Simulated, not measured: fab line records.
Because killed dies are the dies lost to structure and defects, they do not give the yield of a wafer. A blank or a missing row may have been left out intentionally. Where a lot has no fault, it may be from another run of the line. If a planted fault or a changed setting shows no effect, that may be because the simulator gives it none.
Struck lot and sound lot, side by side	flow gf180mcu	14 out of 602 route steps
Sound: these wafers, L713.1, L713.4, L713.6. Wafers L724.1, L724.2, L724.5 were the ones struck. The cause comes at the end.
Each step with rows lists, per side, the tool, then ch with its chambers, then its first start. Under that, the readings that differ: sound wafers	struck wafers	difference of the means	sigmas: that difference in standard deviations of wafers without a fault.
alike: same words and numbers on both sides, and readings whose means sit less than 2 such deviations apart. not compared: any withheld reading, any reading some wafer has no value for, any bound like >300 that may hide the same value, and any number with overlapping values for which the record gives no deviation.
A row with sigmas, a row that says differs or no value, or rows on one side alone: a step with any of these is where the two part. Non-overlapping numbers with no deviation appear without sigmas and do not part them. A reading that every wafer of one side lacks parts them only if that side has two wafers or more.

GF_MIM_SPUTTER_04: material TiN, target thk 50 nm, time 41.7 s.
  sound: pvd_sputter-03 at day 25 12:44; struck: pvd_sputter-04 at day 29 00:13
  alike: throttle_valve_pct
GF_MIM_CVD_05: deposits Si3N4, target thk 42 nm, time 29.086 s.
  sound on pecvd-01 ch 1,2, day 25 12:47; struck on pecvd-02 ch 0,1,2, day 29 00:16
  alike: heater_power_w
GF_MIM_THK_MEAS_06:
  sound: film_metro-03 at day 25 12:49; struck: film_metro-01 at day 29 00:17
  alike: MIM_CVD_05_THK
GF_MIM_SPUTTER_07: material TiN, target thk 60 nm, time 51.16 s.
  sound: pvd_sputter-02 at day 25 12:52; struck: pvd_sputter-03 at day 29 00:21
  alike: throttle_valve_pct
GF_MIM_SPUTTER_08: material AlCu, target thk 200 nm, time 10.6 s.
  sound: pvd_sputter-02 at day 25 12:55; struck: pvd_sputter-03 at day 29 00:24
  alike: throttle_valve_pct
GF_MIM_SPUTTER_09: material TiN, target thk 35 nm, time 29.2 s.
  sound: pvd_sputter-02 at day 25 12:56; struck: pvd_sputter-03 at day 29 00:25
  alike: throttle_valve_pct
GF_MIM_RS_MEAS_10: measurement is done with a four-point probe.
  sound: film_metro-04 at day 25 12:58; struck: film_metro-04 at day 29 00:27
  alike: MIM_ALCU_RS
GF_MIM_THK_MEAS_11: measures by xrf.
  sound: film_metro-04 at day 25 13:05; struck: film_metro-04 at day 29 00:34
  alike: MIM_ALCU_THK
then, 4 steps without rows for these wafers: GF_MIM_DEHYDRATE_12 (time 60 s); GF_MIM_HMDS_13 (prime time 60 s); GF_MIM_COAT_14 (resist thk 1000 nm); GF_MIM_SOFTBAKE_15 (time 60 s).
GF_MIM_EXPOSE_16: exposes mask FuseTop, target cd 2000 nm.
  sound on iline_stepper-01 ch 0, day 25 23:33; struck on iline_stepper-02, day 29 10:01
  no value came back on the struck wafers for exposure_dose_mJ_cm2, focus_offset_nm (nm); on the sound wafers exposure_dose_mJ_cm2 reads 140.15 140.06 139.87
  alike: mask
after that, 1 step had no rows for these wafers: GF_MIM_PEB_17.

WHERE THEY PART
At GF_MIM_EXPOSE_16 and nowhere else, as far as this record goes.

WHY: whatever the simulator had introduced
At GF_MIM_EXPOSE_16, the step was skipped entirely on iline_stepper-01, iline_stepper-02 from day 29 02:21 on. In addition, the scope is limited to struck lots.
